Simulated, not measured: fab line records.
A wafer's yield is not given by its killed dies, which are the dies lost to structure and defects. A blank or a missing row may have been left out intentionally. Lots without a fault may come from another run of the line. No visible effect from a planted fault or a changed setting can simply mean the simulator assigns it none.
The tool behind it: which one? | flow sfqLine | at 1 step of a route of 325, 14 lots with 42 wafers sampled

## WHAT EACH GAUGE READ, for each wafer
The record holds no reading of a measuring or inspecting step that can be judged against a usual standard deviation.

## EACH LOT AND THE TOOL THAT RAN IT (in order: tool; ch and the chambers of the sampled wafers; start)
lot  | SFQ_TRILAYER_I7_VIA_LITHO_PEB_190
L229 | lithoTrack-02 ch 0, day 79 21:55
L232 | lithoTrack-01 ch 0, day 80 15:55
L233 | lithoTrack-04 ch 0, day 80 17:07
L234 | lithoTrack-02 ch 0, day 80 20:44
L236 | lithoTrack-04 ch 0, day 81 00:19
L238 | lithoTrack-02 ch 0, day 86 00:40
L240 | lithoTrack-04 ch 0, day 86 02:22
L241 | lithoTrack-01 ch 0, day 89 14:55
L244 | lithoTrack-02 ch 0, day 90 02:52
L245 | lithoTrack-02 ch 0, day 90 07:48
L246 | lithoTrack-04 ch 0, day 90 09:00
L247 | lithoTrack-04 ch 0, day 90 13:49
L249 | lithoTrack-04 ch 0, day 91 13:56
L250 | lithoTrack-01 ch 0, day 91 16:19
- SFQ_TRILAYER_I7_VIA_LITHO_PEB_190: peb time 60 s.

## WHAT THE TOOLS THEMSELVES READ (means of the sampled wafers that have a number; where no wafer has one, the mark that the record gives instead)
SFQ_TRILAYER_I7_VIA_LITHO_PEB_190. Usual: heaterPowerTotalW at 79.15 W, with a standard deviation of 0.067.
lot  | tool          | heaterPowerTotalW (W) | flag
L229 | lithoTrack-02 | 79.15                 | 
L232 | lithoTrack-01 | 79.19                 | 
L233 | lithoTrack-04 | 79.16                 | 
L234 | lithoTrack-02 | 79.08                 | 
L236 | lithoTrack-04 | 79.11                 | 
L238 | lithoTrack-02 | 79.12                 | 
L240 | lithoTrack-04 | 79.18                 | 
L241 | lithoTrack-01 | 79.19                 | 
L244 | lithoTrack-02 | 90.00                 | OFF
L245 | lithoTrack-02 | 84.59                 | OFF
L246 | lithoTrack-04 | 79.15                 | 
L247 | lithoTrack-04 | 79.04                 | 
L249 | lithoTrack-04 | 79.24                 | 
L250 | lithoTrack-01 | 79.13                 | 

## THE ANSWER, worked out from the rows above alone
Rule: a lot counts as off when the mean over its wafers that have a number is more than 3 standard deviations away from the usual mean. A lot without any number at a reading at which 4 lots or more have one is off too. All remaining lots with rows at the step are treated as sound. After the gauges, taken in route order, come the tools' own readings; for these a lot's mean is taken, as printed above. The first step at which some lot is off is used, and at that step the reading that is off furthest; a lot without a number counts as furthest.
Off: L244, L245, at SFQ_TRILAYER_I7_VIA_LITHO_PEB_190 (heaterPowerTotalW).
A tool fits if, at that step or a process step before it, it ran every lot that is off, and no sound lot after the first of them. One candidate fits, namely lithoTrack-02 at SFQ_TRILAYER_I7_VIA_LITHO_PEB_190. A fault onset in the window from L238 (day 86 00:40, its last sound lot) to L244 (day 90 02:52, its first lot off) fits.
The tool's own readings at SFQ_TRILAYER_I7_VIA_LITHO_PEB_190 bear it out: on the lots that are off they differ by more than 5 times the standard deviation of the sound lots' means. heaterPowerTotalW reads 87.30 W there against 79.14 W on the sound lots.

## WHAT WAS PUT IN BY THE SIMULATOR
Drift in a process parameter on lithoTrack-02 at SFQ_TRILAYER_I7_VIA_LITHO_PEB_190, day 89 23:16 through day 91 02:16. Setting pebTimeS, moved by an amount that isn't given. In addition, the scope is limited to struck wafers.
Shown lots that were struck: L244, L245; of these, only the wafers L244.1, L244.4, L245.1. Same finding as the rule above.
